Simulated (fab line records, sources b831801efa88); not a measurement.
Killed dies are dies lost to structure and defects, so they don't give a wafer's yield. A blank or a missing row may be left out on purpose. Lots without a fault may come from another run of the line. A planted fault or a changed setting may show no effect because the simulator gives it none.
Problem report in the 8D (eight disciplines) form, filled by code | flow sfq_line | the parts of the form that need people (team, actions taken, sign-off) are left out

1. THE PROBLEM
exposure_dose_mJ_cm2 at SFQ_TRILAYER_M2_LITHO_EXPOSE_058 reads a mean of 13.042 on 9 wafers of 3 lots; wafers without a fault read 14.397 with a standard deviation of 0.014. That is -97 standard deviations from the usual mean.
The step: exposes mask M2, target cd 500 nm.
First seen on wafer L968.2, day 31 04:30, on krf_scanner-02. The record holds 21 wafers of 7 lots with a number at this step. Rule for "out", or "out of limits": more than 4 standard deviations from the usual mean. The other wafers with a number count as sound.

2. WHAT IT IS AND WHAT IT IS NOT
question                    | is                     | is not
which readings at this step | exposure_dose_mJ_cm2   | -
which lots                  | L968, L969, L970       | L962, L967, L981, L984
which wafers of those lots  | all that have a number | -
read on which tools         | krf_scanner-02         | krf_scanner-01
when                        | from day 31 04:30      | up to then (6 sound wafers); but 6 sound wafers of L981, L984 came after

3. SUSPECTS, AND WHAT RULES EACH OUT
Counting: a tool at a process step up to the reading stays a suspect if it ran every lot that is out and no sound lot after the first of them.
- krf_scanner-02 at SFQ_TRILAYER_M2_LITHO_EXPOSE_058 (exposes mask M2, target cd 500 nm): kept. It ran every lot that is out, first L968 (day 31 04:30), and no sound lot after that; its last sound lot up to then is L967 (day 31 02:06). Its own readings are out on those wafers: exposure_dose_mJ_cm2.
Left after counting: krf_scanner-02 at SFQ_TRILAYER_M2_LITHO_EXPOSE_058.

4. THE CAUSE (what the simulator had put in)
Process parameter drift: krf_scanner-02, from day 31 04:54 on, at SFQ_TRILAYER_M2_LITHO_EXPOSE_058. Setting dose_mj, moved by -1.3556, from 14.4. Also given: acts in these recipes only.
Counting left only this tool.

5. THE CHAIN OF EFFECTS, in route order
Each row: a reading whose mean over the struck wafers that have a number lies more than 3 standard deviations from the usual. Only readings for which the record gives a usual standard deviation are gone through. hours: the time from each lot's start at the first step in this table that gives one to its start at this step, as a median over the lots. sigmas: the change in usual standard deviations.
hours | step                             | reading              | usual  | on struck wafers | change | sigmas
0     | SFQ_TRILAYER_M2_LITHO_EXPOSE_058 | exposure_dose_mJ_cm2 | 14.397 | 13.042           | -1.355 | -97
The process steps in it:
- SFQ_TRILAYER_M2_LITHO_EXPOSE_058: exposes mask M2, target cd 500 nm.
Later measuring or inspecting steps at which every struck wafer that the step has a row for has a number for every such reading, and none has moved that far: SFQ_M2_OVL_MEAS_916, SFQ_I2_BOW_MEAS_917, SFQ_I2_OVL_MEAS_918, SFQ_M3_RS_MEAS_919, SFQ_M8_BOW_MEAS_951.

6. WHAT WOULD HAVE CAUGHT IT SOONER
In this record the first reading out of limits was taken at day 31 04:30.
